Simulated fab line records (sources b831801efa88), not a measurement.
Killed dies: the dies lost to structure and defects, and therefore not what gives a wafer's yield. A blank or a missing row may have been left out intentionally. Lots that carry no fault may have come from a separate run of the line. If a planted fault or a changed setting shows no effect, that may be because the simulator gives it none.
A single fault, viewed from 2 desks :: flow sky130 :: each desk has only its own numbers; what lay behind them comes last

## THE TOOL OWNER'S DESK: implanter-04
The tool's own readings at SKY_LDD_N_IMPLANT_09: means of the sampled wafers that have a number, for each lot that ran on this tool. The brackets show how far a lot's mean lies from the usual mean; more than 4 standard deviations puts the lot out of limits, marked OUT.
Columns: A = beamEnergyKeV at SKY_LDD_N_IMPLANT_09, usual 19.999; B = beamOnS at SKY_LDD_N_IMPLANT_09, usual 10.00 s; C = doseIonsCm2 at SKY_LDD_N_IMPLANT_09, usual 7.499e+13
lot: L420
first seen here: day 22 21:37
A: 20.006
B: 10.02
C: 7.497e+13

lot: L423
first seen here: day 23 19:22
A: 20.001
B: 9.92
C: 7.515e+13

lot: L425
first seen here: day 24 13:40
A: 19.999
B: 10.24
C: 7.499e+13

lot: L428
first seen here: day 25 15:35
A: 20.000
B: 9.92
C: 7.505e+13
This desk found nothing out of limits on any of the 4 lots.

## METROLOGY DESK
What the gauges read, lot by lot, whatever tool the lot ran on: means of the sampled wafers that have a number. The brackets show how far a lot's mean lies from the usual mean; more than 4 standard deviations puts the lot out of limits, marked OUT.
Columns: A = LDD_N_TW at SKY_LDD_N_TW_MEAS_17, usual 2605; B = METAL1_OVL at SKY_METAL1_OVL_MEAS_16, usual -5 nm
lot: L408
first seen here: day 18 16:07
A: 2620
B: -6

lot: L409
first seen here: day 18 21:46
A: 2649
B: -7

lot: L410
first seen here: day 19 10:52
A: 2577
B: -0

lot: L412
first seen here: day 19 18:20
A: 2487 (-4.1) OUT
B: -

lot: L411
first seen here: day 19 21:32
A: 2514
B: -

lot: L415
first seen here: day 21 12:04
A: 2637
B: -2

lot: L417
first seen here: day 22 03:46
A: 2613
B: -5

lot: L420
first seen here: day 22 22:46
A: 2580
B: -5

lot: L423
first seen here: day 23 21:31
A: 2625
B: 3

lot: L424
first seen here: day 24 03:02
A: 2603
B: -3

lot: L425
first seen here: day 24 14:49
A: 2562
B: 2

lot: L426
first seen here: day 24 23:19
A: 2574
B: -6

lot: L428
first seen here: day 25 16:43
A: 2588
B: -5

lot: L429
first seen here: day 25 23:13
A: 2630
B: -9
This desk reports L412 out of limits; the earliest was L412 at day 19 18:20 (LDD_N_TW at SKY_LDD_N_TW_MEAS_17). In limits: L408, L409, L410, L411, L415, L417, L420, L423, L424, L425, L426, L428, L429.

## BROUGHT TOGETHER
An alarm was possible from the metrology desk at day 19 18:20, on L412.
Nothing out of limits was seen by the tool owner's desk.
The tool owner's desk has no number on record for L412.
Of the lots named, all ran SKY_LDD_N_IMPLANT_09 on implanter-04.

## WHAT THE SIMULATOR HAD INSERTED
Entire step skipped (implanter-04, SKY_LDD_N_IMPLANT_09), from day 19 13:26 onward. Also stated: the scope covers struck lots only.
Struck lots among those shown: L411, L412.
Delay in hours, fault start to first out-of-limits reading, per desk: metrology desk 5.
